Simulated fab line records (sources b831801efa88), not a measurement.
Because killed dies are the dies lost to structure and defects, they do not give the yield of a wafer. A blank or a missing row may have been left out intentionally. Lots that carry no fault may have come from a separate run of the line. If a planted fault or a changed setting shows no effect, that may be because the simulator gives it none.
Chamber matching || flow sky130 || rie-diel-01 running SKY_VIA1_ETCH_15: 4 sister chambers
The step etches SiO2 in C4F8/O2/Ar, stops on TiN, target depth 351 nm, time 54 s. 4 wafers are shown with their chamber, then 9 later ones without.

WAFERS PAIRED WITH THEIR CHAMBERS
{"wafer": "L085.1", "chamber": 0, "oes-product-au (a.u.)": 0.968}
{"wafer": "L085.3", "chamber": 3, "oes-product-au (a.u.)": 0.975}
{"wafer": "L087.4", "chamber": 1, "oes-product-au (a.u.)": 0.985}
{"wafer": "L087.5", "chamber": 2, "oes-product-au (a.u.)": 0.974}

WAFERS MISSING THEIR CHAMBER
{"wafer": "L090.3", "oes-product-au (a.u.)": 0.968}
{"wafer": "L090.5", "oes-product-au (a.u.)": 0.974}
{"wafer": "L090.6", "oes-product-au (a.u.)": 0.974}
{"wafer": "L096.3", "oes-product-au (a.u.)": 0.973}
{"wafer": "L096.4", "oes-product-au (a.u.)": 0.979}
{"wafer": "L096.5", "oes-product-au (a.u.)": 0.973}
{"wafer": "L097.3", "oes-product-au (a.u.)": 0.972}
{"wafer": "L097.4", "oes-product-au (a.u.)": 0.977}
{"wafer": "L097.5", "oes-product-au (a.u.)": 0.976}

WHICH CHAMBER EACH WENT THROUGH
{"wafer": "L090.3", "from the rows above": 0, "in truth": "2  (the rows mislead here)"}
{"wafer": "L090.5", "from the rows above": "can't be placed: 2 or 3", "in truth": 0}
{"wafer": "L090.6", "from the rows above": "can't be placed: 2 or 3", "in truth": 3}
{"wafer": "L096.3", "from the rows above": "can't be placed: 2 or 3", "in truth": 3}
{"wafer": "L096.4", "from the rows above": "can't be placed: 3 or 2 or 1", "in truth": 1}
{"wafer": "L096.5", "from the rows above": "can't be placed: 2 or 3", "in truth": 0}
{"wafer": "L097.3", "from the rows above": "can't be placed: 2 or 3 or 0", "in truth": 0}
{"wafer": "L097.4", "from the rows above": "can't be placed: 3 or 2", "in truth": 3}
{"wafer": "L097.5", "from the rows above": "can't be placed: 3 or 2", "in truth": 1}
Placed correctly: 0 of 9. Not placeable from these rows: 8 (in 5, the candidates include the true chamber). Number placed wrongly: 1.
How it was worked out, from the rows above alone: a wafer's distance from a chamber is the root of the sum, over the readings, of the square of ((its reading less the chamber's mean) divided by the reading's scatter). The wafer belongs to the nearest chamber; if the next one is less than 2 further off, it can't be placed. Each chamber's mean is taken over the wafers shown for it. The scatter: with one shown wafer a chamber, the root of the mean of the squares of how far each hidden wafer lies from its nearest shown one.
